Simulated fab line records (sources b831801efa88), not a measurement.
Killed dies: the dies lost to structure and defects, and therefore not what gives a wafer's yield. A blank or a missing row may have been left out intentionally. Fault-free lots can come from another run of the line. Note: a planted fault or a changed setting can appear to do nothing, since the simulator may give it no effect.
Which tool was responsible? + flow gf180mcu + Sampling: 6 lots, 18 wafers, 4 of 602 route steps

WHAT THE GAUGES READ, wafer by wafer
GF_VT_IMPLANT_TW_MEAS_32.
| lot  | measured     | on            | VT_IMPLANT_3_TW   |
|------|--------------|---------------|-------------------|
| L369 | day 7 03:01  | film_metro-01 | 271.6 269.4 269.2 |
| L373 | day 8 04:08  | film_metro-02 | 269.5 268.1 270.5 |
| L376 | day 9 02:47  | film_metro-02 | 334.0 331.6 334.3 |
| L379 | day 9 20:47  | film_metro-02 | 270.7 272.0 270.8 |
| L387 | day 12 04:56 | film_metro-04 | 334.4 332.9 332.2 |
| L390 | day 12 23:30 | film_metro-04 | 269.8 270.6 269.8 |

EACH LOT AND THE TOOL THAT RAN IT (in order: tool; ch and the chambers of the sampled wafers; start)
| lot  | GF_VT_IMPLANT_STRIP_09               | GF_VT_IMPLANT_STRIP_20               | GF_VT_IMPLANT_IMPLANT_30        |
|------|--------------------------------------|--------------------------------------|---------------------------------|
| L369 | plasma_asher-03 ch 0, day 5 21:12    | plasma_asher-01 ch 0,1, day 6 11:40  | implanter-02 ch 0, day 7 02:46  |
| L373 | plasma_asher-01 ch 0,1, day 6 20:06  | plasma_asher-03 ch 0,1, day 7 12:04  | implanter-04 ch 0, day 8 03:53  |
| L376 | plasma_asher-03 ch 0,1, day 7 17:06  | plasma_asher-03 ch 0,1, day 8 09:36  | implanter-04 ch 0, day 9 02:13  |
| L379 | plasma_asher-02 ch 0,1, day 8 10:48  | plasma_asher-01 ch 0,1, day 9 03:41  | implanter-01 ch 0, day 9 20:35  |
| L387 | plasma_asher-03 ch 0,1, day 10 14:56 | plasma_asher-02 ch 0,1, day 11 09:03 | implanter-02 ch 0, day 12 04:24 |
| L390 | plasma_asher-03 ch 0,1, day 11 08:48 | plasma_asher-02 ch 0,1, day 12 03:46 | implanter-04 ch 0, day 12 23:15 |
- GF_VT_IMPLANT_STRIP_09: strips in O2/N2.
- GF_VT_IMPLANT_STRIP_20: strips in O2/N2.
- GF_VT_IMPLANT_IMPLANT_30

THE ANSWER, worked out from the rows above alone
Rule: the usual values come from the lots themselves. The widest of any qualifying gaps counts: lots, ordered by their means at a reading, are off when they make up no more than a third of the lots, leave a main group of 4 or more, and stand apart from it by 3 or more times the standard deviation of that group's means. A main group is skipped when, at the precision printed for the reading in the tables above, its means are all equal. A lot without any number at a reading at which 4 lots or more have one is off too. Any other lot the step has rows for is counted as sound.
Off: L376, L387, seen at GF_VT_IMPLANT_TW_MEAS_32 (VT_IMPLANT_3_TW). For the main group the mean is 270.2 and the standard deviation 0.64.
If a tool, at a process step before that reading, ran all the lots that are off and no sound lot after the first of them, it fits. The gauges at GF_VT_IMPLANT_TW_MEAS_32 are tried like those tools. None of those tried fits.

WHAT THE SIMULATOR HAD PUT IN
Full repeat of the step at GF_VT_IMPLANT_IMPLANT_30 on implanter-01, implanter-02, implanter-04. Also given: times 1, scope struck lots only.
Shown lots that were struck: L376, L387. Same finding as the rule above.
